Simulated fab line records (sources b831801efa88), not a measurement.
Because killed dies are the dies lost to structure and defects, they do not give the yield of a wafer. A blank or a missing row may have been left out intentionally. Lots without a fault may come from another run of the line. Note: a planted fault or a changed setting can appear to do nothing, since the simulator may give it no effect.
Matching of chambers / flow gf180mcu / 4 sister chambers for GF_V2_CMP_04 on cmp-02
The step polishes SiO2. 14 wafers are shown with their chamber, then 7 later ones without.

## WAFERS, EACH WITH ITS CHAMBER
wafer=L983.1; chamber=0; motor current A (A)=12.2; time to endpoint s (s)=60
wafer=L983.3; chamber=3; motor current A (A)=11.6; time to endpoint s (s)=65
wafer=L983.5; chamber=3; motor current A (A)=12.9; time to endpoint s (s)=77
wafer=L984.4; chamber=0; motor current A (A)=11.6; time to endpoint s (s)=76
wafer=L984.5; chamber=2; motor current A (A)=10.9; time to endpoint s (s)=81
wafer=L984.6; chamber=3; motor current A (A)=12.5; time to endpoint s (s)=75
wafer=L987.3; chamber=3; motor current A (A)=12.5; time to endpoint s (s)=70
wafer=L987.4; chamber=0; motor current A (A)=11.6; time to endpoint s (s)=73
wafer=L987.6; chamber=2; motor current A (A)=10.4; time to endpoint s (s)=77
wafer=L989.3; chamber=0; motor current A (A)=12.0; time to endpoint s (s)=70
wafer=L989.4; chamber=3; motor current A (A)=12.1; time to endpoint s (s)=70
wafer=L989.6; chamber=1; motor current A (A)=11.0; time to endpoint s (s)=82
wafer=L101.1; chamber=0; motor current A (A)=12.0; time to endpoint s (s)=69
wafer=L101.2; chamber=3; motor current A (A)=11.9; time to endpoint s (s)=73

SIGNATURES, as means of the wafers listed above
reading=motor current A; chamber 0=11.880; chamber 1=11.000; chamber 2=10.650; chamber 3=12.250; scatter within a chamber=0.391
reading=time to endpoint s; chamber 0=69.60; chamber 1=82.00; chamber 2=79.00; chamber 3=71.67; scatter within a chamber=4.95
Rule: distance of a wafer from a chamber = root of the sum over the readings of ((wafer's reading minus chamber's mean) / reading's scatter) squared. The wafer belongs to the nearest chamber; if the next one is less than 2 further off, it can't be placed. The scatter is the square root of a quotient: the sum, over the shown wafers, of each reading's squared deviation from its chamber's mean, divided by wafers minus chambers.

## WAFERS WITHOUT THEIR CHAMBER
wafer=L101.4; motor current A (A)=11.1; time to endpoint s (s)=78
wafer=L102.1; motor current A (A)=11.3; time to endpoint s (s)=69
wafer=L102.3; motor current A (A)=10.7; time to endpoint s (s)=70
wafer=L102.5; motor current A (A)=12.4; time to endpoint s (s)=72
wafer=L103.1; motor current A (A)=11.7; time to endpoint s (s)=69
wafer=L103.2; motor current A (A)=10.9; time to endpoint s (s)=84
wafer=L103.6; motor current A (A)=11.5; time to endpoint s (s)=84

## THE CHAMBER EACH PASSED THROUGH
wafer=L101.4; from the rows above=can't be placed: 1 or 2 or 0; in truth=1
wafer=L102.1; from the rows above=can't be placed: 0 or 3 or 2 or 1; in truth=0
wafer=L102.3; from the rows above=can't be placed: 2 or 1 or 0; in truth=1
wafer=L102.5; from the rows above=can't be placed: 3 or 0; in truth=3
wafer=L103.1; from the rows above=can't be placed: 0 or 3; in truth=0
wafer=L103.2; from the rows above=can't be placed: 1 or 2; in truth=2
wafer=L103.6; from the rows above=can't be placed: 1 or 2 or 0 or 3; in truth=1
Correctly placed: 0 of 7. Cannot be placed on the basis of these rows: 7; the candidates contain the true chamber in 7. Placed wrongly: 0.
